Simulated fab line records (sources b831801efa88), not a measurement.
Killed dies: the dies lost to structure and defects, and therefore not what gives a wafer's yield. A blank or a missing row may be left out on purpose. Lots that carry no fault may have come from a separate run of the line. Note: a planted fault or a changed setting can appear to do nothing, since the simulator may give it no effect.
fab line records	flow sky130
record lots=14	wafers=42	last_day=49
route steps=708 shown LDD_HVP@285 POLY_CUT@313 SD_P@330
lots with no fault: from the same line, run without faults
start_h: hours from the record's first day to the start of the lot's first wafer shown	wait_h: hours since the lot's step before	" identical to the entry in the row above	L1.1+2: a single row standing in for several wafers	- value missing, or start not given	* or withheld: withheld	< > ~ a bound
route shown NAME@n: a module of which the file shows steps, and the number in the route of the first	usual: the fault-free wafers' mean and standard deviation	same: alike in all rows	chamber/n: place in a boat	sites: each site's reading	_std_site: the standard deviation of these	_edge_site: mean of outer sites minus mean of inner sites	radius_mm: for every site, how far away it sits from the centre of the wafer	mask NAME#n: copy n	behind: tool/chamber where the wafer was last shaped	hold: why the lot was held/for how many hours/how that ended	device: transistor that didn't switch, given as n, p or np	end of line: the route-end tests of the same wafers	a step without rows: its recipe alone	killed: at the first sort, the dies lost to defects and structure; wafer yield is something else	map: per-die view of a wafer (x killed, . not killed, _ where there is no die)
set.NAME: setting as actually run; set.NAME@STEP: the setting as run at that earlier step	model.NAME: the simulator's own value behind a step, which no gauge read
steps of the route over a sample of lots; a table a step, a row a wafer
services: the hour from which a tool's chamber was out of use, counted from the record's first day as start_h (under 0 if before that day), plus the number of hours and why
## steps
# step SKY_LDD_HVP_OVL_MEAS_07
# usual LDD_HVP_OVL=-0.2/1.6
lot.wafer	tool	chamber	start_h	wait_h	LDD_HVP_OVL[nm]
L468.2	overlay-02	-	509.23	0.1	0.7
L468.3	"	-	"	"	2.1
L468.4	"	-	"	"	3.1
L469.3	overlay-02	-	521.64	0.1	2.3
L469.4	"	-	"	"	0.4
L469.6	"	-	"	"	-0.4
L470.2	overlay-01	-	530.13	0.1	-1.6
L470.3	"	-	"	"	-0.8
L470.6	"	-	"	"	-1.2
L471.2	overlay-01	-	531.07	0.1	-2.5
L471.3	"	-	"	"	-1.3
L471.5	"	-	"	"	-1.7
L474.3	overlay-02	-	561.54	0.1	0.9
L474.4	"	-	"	"	4.6
L474.6	"	-	"	"	1.6
L475.1	overlay-01	-	561.91	0.1	0.1
L475.3	"	-	"	"	0.1
L475.4	"	-	"	"	0.3
L476.1	overlay-02	-	566.96	0.1	-0.1
L476.3	"	-	"	"	0.7
L476.5	"	-	"	"	-0.5
L477.2	overlay-02	-	581.41	0.1	-0.4
L477.4	"	-	"	"	0.6
L477.6	"	-	"	"	1.2
L478.1	overlay-01	-	587.98	0.1	-1.8
L478.2	"	-	"	"	-1.5
L478.6	"	-	"	"	0.2
L479.1	overlay-01	-	600.52	0.1	0.8
L479.4	"	-	"	"	0.5
L479.5	"	-	"	"	2.0
L480.3	overlay-01	-	608.47	0.1	-0.1
L480.4	"	-	"	"	-2.1
L480.5	"	-	"	"	-0.2
L483.1	overlay-01	-	630.06	0.1	0.2
L483.2	"	-	"	"	0.1
L483.4	"	-	"	"	0.8
L486.2	overlay-01	-	665.43	0.1	2.2
L486.5	"	-	"	"	0.2
L486.6	"	-	"	"	-0.5
L487.1	overlay-01	-	667.06	0.1	0.2
L487.5	"	-	"	"	0.1
L487.6	"	-	"	"	-1.7
# step SKY_POLY_CUT_PEB_06
# recipe peb_temp_c=withheld	peb_time_s=withheld	resist=KrF-thick
# usual chill_plate_temp_C=*	exhaust_pa=45.1/0.87
lot.wafer	tool	chamber	start_h	wait_h	chill_plate_temp_C	exhaust_pa
L468.2	litho_track-04	0	571	-	*	44.3
L468.3	"	0	"	"	*	45.3
L468.4	"	0	"	"	*	45.6
L469.3	litho_track-01	0	583	-	*	44.9
L469.4	"	0	"	"	*	46.0
L469.6	"	0	"	"	*	45.1
L470.2	litho_track-01	0	591	-	*	44.1
L470.3	"	0	"	"	*	44.4
L470.6	"	0	"	"	*	45.5
L471.2	litho_track-04	0	591	-	*	46.1
L471.3	"	0	"	"	*	46.1
L471.5	"	0	"	"	*	45.7
L474.3	litho_track-02	0	622	-	*	47.2
L474.4	"	0	"	"	*	45.4
L474.6	"	0	"	"	*	44.7
L475.1	litho_track-02	0	622	-	*	44.4
L475.3	"	0	"	"	*	45.6
L475.4	"	0	"	"	*	44.2
L476.1	litho_track-02	0	627	-	*	45.7
L476.3	"	0	"	"	*	45.4
L476.5	"	0	"	"	*	45.3
L477.2	litho_track-01	0	641	-	*	44.9
L477.4	"	0	"	"	*	44.4
L477.6	"	0	"	"	*	44.2
L478.1	litho_track-01	0	647	-	*	44.6
L478.2	"	0	"	"	*	44.0
L478.6	"	0	"	"	*	45.3
L479.1	litho_track-02	0	660	-	*	47.8
L479.4	"	0	"	"	*	46.6
L479.5	"	0	"	"	*	47.0
L480.3	litho_track-02	0	668	-	*	44.4
L480.4	"	0	"	"	*	44.9
L480.5	"	0	"	"	*	44.5
L483.1	litho_track-01	0	688	-	*	44.9
L483.2	"	0	"	"	*	45.6
L483.4	"	0	"	"	*	45.6
L486.2	litho_track-01	-	723	-	-	-
L486.5	"	-	"	"	-	-
L486.6	"	-	"	"	-	-
L487.1	litho_track-01	-	724	-	-	-
L487.5	"	-	"	"	-	-
L487.6	"	-	"	"	-	-
# step SKY_POLY_CUT_ETCH_10
# recipe chemistry=N2/H2	target=BARC	ion_energy_ev=200	source_w=500	bias_w=100	pressure_mtorr=30	n2_flow_sccm=100	h2_flow_sccm=200	stop_on=SiO2	time_s=45.9	target_depth_a=600
# usual drypump_motor_current_A=5.7/0.62	oes_product_au=0.855/0.0045	throttle_valve_pct=13.225/0.0088
lot.wafer	tool	chamber	start_h	wait_h	drypump_motor_current_A	oes_product_au	rf_hours_counter_h	throttle_valve_pct
L468.2	rie_diel-02	2	571.51	0.0	5.4	0.856	27	13.245
L468.3	"	1	"	"	5.2	0.855	2	13.222
L468.4	"	0	"	"	6.1	0.853	16	13.226
L469.3	rie_diel-03	3	583.45	0.0	4.8	0.863	70	13.219
L469.4	"	2	"	"	6.7	0.853	6	13.226
L469.6	"	3	"	"	4.9	0.857	-	13.237
L470.2	rie_diel-02	0	591.95	0.0	6.1	0.857	17	13.232
L470.3	"	2	"	"	5.4	0.860	27	13.221
L470.6	"	1	"	"	5.2	0.850	-	13.233
L471.2	rie_diel-03	0	592.31	0.0	4.9	0.851	2	13.231
L471.3	"	3	"	"	4.9	0.851	70	13.224
L471.5	"	0	"	"	4.9	0.855	-	13.230
L474.3	rie_diel-03	0	622.67	0.0	4.9	0.853	2	13.232
L474.4	"	3	"	"	4.9	0.847	-	13.235
L474.6	"	0	"	"	4.9	0.852	-	13.220
L475.1	rie_diel-04	0	623.32	0.0	6.3	0.856	12	13.224
L475.3	"	3	"	"	6.1	0.846	24	13.229
L475.4	"	1	"	"	5.6	0.849	4	13.218
L476.1	rie_diel-02	0	628.32	0.0	6.1	0.856	18	13.203
L476.3	"	2	"	"	5.4	0.848	28	13.224
L476.5	"	1	"	"	5.2	0.853	-	13.218
L477.2	rie_diel-03	1	642.29	0.0	5.4	0.856	0	13.217
L477.4	"	2	"	"	6.7	0.859	8	13.239
L477.6	"	3	"	"	4.9	0.849	-	13.222
L478.1	rie_diel-02	1	648.10	0.0	5.2	0.855	3	13.211
L478.2	"	2	"	"	5.4	0.855	28	13.221
L478.6	"	2	"	"	5.4	0.855	-	13.223
L479.1	rie_diel-04	3	660.82	0.0	6.1	0.863	25	13.224
L479.4	"	3	"	"	6.1	0.861	-	13.210
L479.5	"	2	"	"	5.7	0.854	-	13.221
L480.3	rie_diel-04	2	669.13	0.0	5.7	0.857	12	13.225
L480.4	"	2	"	"	5.7	0.861	-	13.235
L480.5	"	3	"	"	6.2	0.854	-	13.223
L483.1	rie_diel-03	3	688.85	0.0	4.9	0.854	2	13.213
L483.2	"	2	"	"	6.7	0.858	8	13.220
L483.4	"	2	"	"	6.8	0.853	-	13.233
L486.2	rie_diel-02	0	724.10	0.0	6.1	0.852	20	13.222
L486.5	"	2	"	"	5.4	0.857	-	13.205
L486.6	"	1	"	"	5.2	0.862	-	13.225
L487.1	rie_diel-03	2	725.25	0.0	6.7	0.863	9	13.230
L487.5	"	3	"	"	4.9	0.848	-	13.219
L487.6	"	2	"	"	6.7	0.852	-	13.236
# step SKY_SD_P_STRIP_10
# recipe chemistry=O2/N2	power_w=1400	pressure_mtorr=1500	platen_temp_c=withheld	o2_flow_sccm=3000	n2_flow_sccm=300	overash_fraction=0.5
# usual drypump_motor_current_A=5.70/0.28	oes_product_au=0.618/0.0043	strip_time_to_endpoint_s=17.49/0.036
lot.wafer	tool	chamber	start_h	wait_h	drypump_motor_current_A	oes_product_au	rf_hours_counter_h	strip_time_to_endpoint_s
L468.2	plasma_asher-01	1	601.22	0.1	6.03	0.618	14	17.55
L468.3	"	1	"	"	6.04	0.625	-	17.54
L468.4	"	0	"	"	5.55	0.614	-	17.51
L469.3	plasma_asher-01	0	612.85	0.1	5.53	0.612	-	17.49
L469.4	"	1	"	"	5.99	0.626	-	17.53
L469.6	"	0	"	"	5.53	0.623	-	17.49
L470.2	plasma_asher-03	1	621.51	0.1	5.92	0.617	80	17.49
L470.3	"	0	"	"	5.97	0.623	-	17.48
L470.6	"	0	"	"	5.97	0.613	-	17.51
L471.2	plasma_asher-01	1	621.66	0.1	5.99	0.616	16	17.48
L471.3	"	0	"	"	5.54	0.611	-	17.50
L471.5	"	0	"	"	5.54	0.620	-	17.46
L474.3	plasma_asher-01	0	652.40	0.1	5.55	0.625	-	17.48
L474.4	"	1	"	"	6.03	0.622	-	17.47
L474.6	"	0	"	"	5.55	0.619	-	17.41
L475.1	plasma_asher-04	0	653.20	0.1	5.72	0.623	96	17.45
L475.3	"	0	"	"	5.73	0.620	-	17.47
L475.4	"	1	"	"	5.28	0.617	-	17.45
L476.1	plasma_asher-04	0	657.72	0.1	5.73	0.613	96	17.49
L476.3	"	1	"	"	5.28	0.616	-	17.46
L476.5	"	0	"	"	5.73	0.616	-	17.50
L477.2	plasma_asher-03	0	671.92	0.1	5.95	0.615	85	17.51
L477.4	"	0	"	"	5.95	0.623	-	17.54
L477.6	"	1	"	"	5.98	0.627	-	17.52
L478.1	plasma_asher-01	0	676.95	0.1	5.55	0.623	21	17.44
L478.2	"	1	"	"	6.07	0.614	21	17.49
L478.6	"	1	"	"	6.05	0.615	-	17.47
L479.1	plasma_asher-01	0	689.08	0.1	5.54	0.625	22	17.54
L479.4	"	1	"	"	6.04	0.615	-	17.52
L479.5	"	1	"	"	6.01	0.620	-	17.55
L480.3	plasma_asher-01	0	697.24	0.1	5.55	0.612	-	17.48
L480.4	"	1	"	"	6.02	0.615	-	17.48
L480.5	"	1	"	"	5.97	0.622	-	17.46
L483.1	plasma_asher-01	1	716.43	0.1	5.99	0.613	25	17.50
L483.2	"	0	"	"	5.56	0.613	25	17.50
L483.4	"	0	"	"	5.56	0.619	-	17.46
L486.2	plasma_asher-04	1	751.60	0.1	5.27	0.611	2	17.50
L486.5	"	1	"	"	5.25	0.613	-	17.54
L486.6	"	0	"	"	5.73	0.623	-	17.52
L487.1	plasma_asher-03	1	752.18	0.1	5.94	0.617	94	17.47
L487.5	"	1	"	"	5.93	0.618	-	17.49
L487.6	"	0	"	"	6.00	0.618	-	17.52
## services
tool	chamber	start_h	hours	kind
rie_diel-04	1	552.79	5.3	repair
rie_diel-04	1	577.94	4.3	repair
rie_diel-03	2	594.60	4.8	repair
rie_diel-03	3	599.38	-	clean
rie_diel-03	3	599.38	16.5	scheduled_down
rie_diel-03	3	599.38	16.5	vent_cycle
rie_diel-03	1	601.24	3.1	repair
rie_diel-04	2	607.72	9.2	repair
rie_diel-03	1	615.88	-	clean
rie_diel-03	1	615.88	26.3	scheduled_down
rie_diel-02	0	646.22	2.9	repair
rie_diel-03	0	648.01	2.4	repair
rie_diel-04	1	651.29	20.3	repair
plasma_asher-04	-	664.04	2.8	pm
plasma_asher-01	-	677.68	2.8	pm
plasma_asher-03	-	685.28	4.2	repair
rie_diel-03	0	686.26	8.1	repair
rie_diel-04	1	690.50	3.4	repair
plasma_asher-01	-	704.48	3.2	repair
rie_diel-03	3	704.79	4.6	repair
rie_diel-03	1	720.04	5.4	repair
plasma_asher-01	-	722.98	2.2	repair
plasma_asher-04	-	733.75	9.0	pm
plasma_asher-01	-	743.43	28.3	pm
## key
first_sign step=SKY_POLY_CUT_PEB_06	reading=tool_record	direction=missing
effect none on later readings
met_at SKY_POLY_CUT_PEB_06
struck_lots L486,L487
later_rows_left_out L486.2,L486.5,L486.6,L487.1,L487.5,L487.6
sort_left_out L486.2,L486.5,L486.6,L487.1,L487.5,L487.6
tester_left_out L486,L487
not_acting_at SKY_LDD_HVP_OVL_MEAS_07,SKY_POLY_CUT_ETCH_10,SKY_SD_P_STRIP_10
onset_between 688 723
fault kind=skipped_step_whole	tool=litho_track-01	chamber=-	onset_h=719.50	steps=SKY_POLY_CUT_PEB_06	scope=struck_lots_only
# tester_left_out: of these lots the tester's yield and bins aren't shown, on N5 and GAA mostly nor the transistor test; their killed dies are dies lost to structure and defects alone, not to doping, threshold or leakage, so they don't give the yield
# sort_left_out: the simulated sort isn't trusted on such a fault, so these wafers' sort isn't shown, and their yield isn't known
# later_rows_left_out: the simulator's readings of these wafers behind a module that went badly wrong aren't trusted and aren't shown, but for the sort
